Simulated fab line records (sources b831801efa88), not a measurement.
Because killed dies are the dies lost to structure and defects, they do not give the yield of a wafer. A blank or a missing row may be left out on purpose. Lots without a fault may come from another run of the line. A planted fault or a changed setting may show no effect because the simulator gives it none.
2 desks, one fault + flow sky130 + each desk holds nothing but its own numbers, with what lay behind them at the end

## AT THE TOOL OWNER'S DESK: lithoTrack-02
The tool's own readings at SKY_SD_N_DEVELOP_06 (develop time 60 s): means of the sampled wafers that have a number, for each lot that ran on this tool. If a lot's mean is further than 4 standard deviations from the usual mean, the lot is out of limits and carries the mark OUT (the distance appears in the brackets).
Columns: A = developerTempC at SKY_SD_N_DEVELOP_06, usual 23.02 C
| lot  | first seen here | A                |
|------|-----------------|------------------|
| L429 | day 28 13:33    | 23.05            |
| L431 | day 29 07:06    | 22.94            |
| L433 | day 30 05:30    | 22.98            |
| L434 | day 31 06:09    | 22.91            |
| L442 | day 33 06:18    | 22.13 (-8.1) OUT |
| L444 | day 34 05:35    | 22.10 (-8.4) OUT |
| L445 | day 34 06:45    | 22.28 (-6.8) OUT |
This desk's verdict: out of limits on L442, L444, L445, starting with L442 at day 33 06:18 (developerTempC at SKY_SD_N_DEVELOP_06). L429, L431, L433, L434 stayed within limits.

## METROLOGY DESK
What the gauges read for every lot (on any tool): the sampled wafers with a number, averaged. If a lot's mean is further than 4 standard deviations from the usual mean, the lot is out of limits and carries the mark OUT (the distance appears in the brackets).
Columns: A = CONTACT_W_THK at SKY_CONTACT_THK_MEAS_26, usual 341 nm
| lot  | first seen here | A   |
|------|-----------------|-----|
| L429 | day 32 07:19    | 341 |
| L430 | day 32 18:08    | 335 |
| L431 | day 33 01:20    | 339 |
| L432 | day 33 10:59    | 336 |
| L433 | day 33 22:29    | 343 |
| L434 | day 34 22:17    | 337 |
| L436 | day 35 12:23    | 338 |
| L435 | day 35 13:38    | 342 |
| L439 | day 35 22:30    | 340 |
| L442 | day 36 19:59    | 339 |
| L444 | day 37 19:05    | 337 |
| L445 | day 37 20:40    | 336 |
| L447 | day 38 05:28    | 342 |
Result from this desk: across the 13 lots, nothing is out of limits.

## ALL TOGETHER
An alarm could have come from the tool owner's desk at day 33 06:18, on L442, L444, L445.
Metrology desk: nothing out of limits seen.
The metrology desk holds a record of L442, L444, L445, inside its limits.
SKY_SD_N_DEVELOP_06 was run on lithoTrack-02 by each of the lots named.

## WHAT HAD BEEN PUT IN BY THE SIMULATOR
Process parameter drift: lithoTrack-02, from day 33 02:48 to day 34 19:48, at SKY_SD_N_DEVELOP_06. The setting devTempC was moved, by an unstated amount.
Lots struck among those shown: L442, L444, L445.
Each desk's first reading out of limits, in hours after the fault started: the tool owner's desk, 4.
